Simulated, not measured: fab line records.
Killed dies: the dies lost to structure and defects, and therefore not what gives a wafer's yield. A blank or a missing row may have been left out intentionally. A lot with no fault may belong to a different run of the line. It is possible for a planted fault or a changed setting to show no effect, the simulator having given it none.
8D (eight disciplines) problem report, filled in by code :: flow sky130 :: the parts of the form that need people (team, actions taken, sign-off) are left out

1. THE ISSUE
Across 3 wafers from 2 lots, VIA1_HDPCVD_THK at SKY_VIA1_THK_MEAS_01 averages 957 nm, while fault-free wafers read 1047 nm with a standard deviation of 10. That is -9.0 standard deviations from the usual mean.
Earliest sighting: wafer L721.3 on film metro-03 at day 38 08:13. Wafers with a number at this step in the record: 33, from 11 lots. Rule for "out", or "out of limits": more than 4 standard deviations from the usual mean. The other wafers with a number count as sound.

2. WHAT IT IS, AND WHAT IT ISN'T
question: which readings at this step
is: VIA1_HDPCVD_THK
is not: -

question: which lots
is: L721, L723
is not: L706, L707, L709, L710, L711, L714, L715, L719, L725

question: which wafers of those lots
is: L721.3, L723.3, L723.6
is not: L721.2, L721.4, L723.5

question: read on which gauges
is: film metro-03, film metro-04
is not: film metro-02

question: when
is: from day 38 08:13
is not: up to then (26 sound wafers); but 4 sound wafers of L723, L725 came after

3. THE SUSPECTS, EACH WITH WHAT RULES IT OUT
Counting: if a tool at a process step up to the reading ran every lot that is out, it stays a suspect. Sound lots after the first of them don't rule it out here, since some wafers of a struck lot are sound.
- the gauge at SKY_VIA1_THK_MEAS_01 has been ruled out. The wafers that are out were read on 2 gauges (film metro-03, film metro-04).
- cmp-02 at SKY_LI_CONTACT_CMP_24 (polishes, stops on PSG, t overpolish 20 s, target thk 0 nm): kept. It ran every lot that is out, first L721 (day 34 18:36); its last sound lot up to then is L715 (day 32 18:37).
- hdpcvd-01 at SKY_VIA1_HDPCVD_00 (deposits SiO2, target thk 1030 nm, time 171.7 s): kept. It ran every lot that is out, first L721 (day 38 08:05); its last sound lot up to then is L719 (day 38 01:12). Its own run length s readings are out on those wafers.
- In hdpcvd-01 at SKY_VIA1_HDPCVD_00, the wafers that are out were processed in chamber 1 and their sound lot-mates in chambers 0, 2.
The count leaves hdpcvd-01 at SKY_VIA1_HDPCVD_00 and cmp-02 at SKY_LI_CONTACT_CMP_24.

4. THE CAUSE (what the simulator had put in)
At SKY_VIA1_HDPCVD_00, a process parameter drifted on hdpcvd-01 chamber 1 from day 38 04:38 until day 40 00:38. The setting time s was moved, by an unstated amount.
After counting, 2 suspects remain, this tool included.

5. THE CHAIN OF EFFECTS, in route order
Rows list readings where the struck wafers' mean (over those with a number) sits beyond 3 standard deviations from the usual. Only readings for which the record gives a usual standard deviation are gone through. hours: the time from each lot's start at the first step in this table that gives one to its start at this step, as a median over the lots. sigmas: the change in usual standard deviations.
hours: 0
step: SKY_VIA1_HDPCVD_00
reading: run length s
usual: 199.4 s
on struck wafers: 183.7
change: -15.7
sigmas: -28

hours: 0
step: SKY_VIA1_THK_MEAS_01
reading: VIA1_HDPCVD_THK
usual: 1047 nm
on struck wafers: 957
change: -90
sigmas: -9.0
Its process steps:
- SKY_VIA1_HDPCVD_00: deposits SiO2, target thk 1030 nm, time 171.7 s.

6. HOW IT WOULD HAVE BEEN CAUGHT EARLIER
The first out-of-limits reading at a measuring or inspecting step in this record came at day 38 08:13, 4 hours after the fault's start at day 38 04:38.
Tool's own readings at SKY_VIA1_HDPCVD_00, run length s: out on all struck wafers the step has rows for; an alarm limit on them would have tripped on the first.
L723, from the lots that are out (2), started SKY_VIA1_HDPCVD_00 on hdpcvd-01 later than day 38 08:13. A hold on the tool at that time would have spared it.
